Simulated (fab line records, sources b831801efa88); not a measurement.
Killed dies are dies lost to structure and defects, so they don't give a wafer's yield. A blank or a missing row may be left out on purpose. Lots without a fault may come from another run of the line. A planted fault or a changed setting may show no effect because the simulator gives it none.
Chamber matching | flow sky130 | SKY_VIA4_HDPCVD_00 on hdpcvd-02: 3 sister chambers
The step deposits SiO2, target thk 1750 nm, time 291.7 s. 6 wafers are shown with their chamber, then 9 later ones without.

WAFERS WITH THEIR CHAMBER
wafer  | chamber | run_length_s (s)
L739.4 | 1       | 319.6
L742.5 | 1       | 319.4
L750.5 | 0       | 320.5
L754.3 | 2       | 319.9
L754.4 | 0       | 320.1
L754.6 | 2       | 319.7

WAFERS WITHOUT THEIR CHAMBER
wafer  | run_length_s (s)
L755.1 | 319.4
L755.2 | 320.4
L755.3 | 319.7
L756.1 | 320.1
L756.2 | 320.0
L756.4 | 319.8
L757.2 | 319.1
L757.4 | 319.7
L757.6 | 319.2

WHICH CHAMBER EACH WENT THROUGH
wafer  | from the rows above          | in truth
L755.1 | can't be placed: 1 or 2      | 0
L755.2 | 0                            | 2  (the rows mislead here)
L755.3 | can't be placed: 2 or 1      | 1
L756.1 | can't be placed: 0 or 2      | 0
L756.2 | can't be placed: 2 or 0 or 1 | 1
L756.4 | can't be placed: 2 or 1      | 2
L757.2 | can't be placed: 1 or 2      | 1
L757.4 | can't be placed: 2 or 1      | 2
L757.6 | can't be placed: 1 or 2      | 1
Placed correctly: 0 of 9. Can't be placed from these rows: 8 (the true chamber is among the candidates in 7). Placed wrongly: 1.
How it was worked out, from the rows above alone: a wafer's distance from a chamber is the root of the sum, over the readings, of the square of ((its reading less the chamber's mean) divided by the reading's scatter). The wafer belongs to the nearest chamber; if the next one is less than 2 further off, it can't be placed. A chamber's mean is the mean of its shown wafers. The scatter: the root of (the sum of the squares of (reading less its chamber's mean) over the shown wafers, divided by (wafers less chambers)).
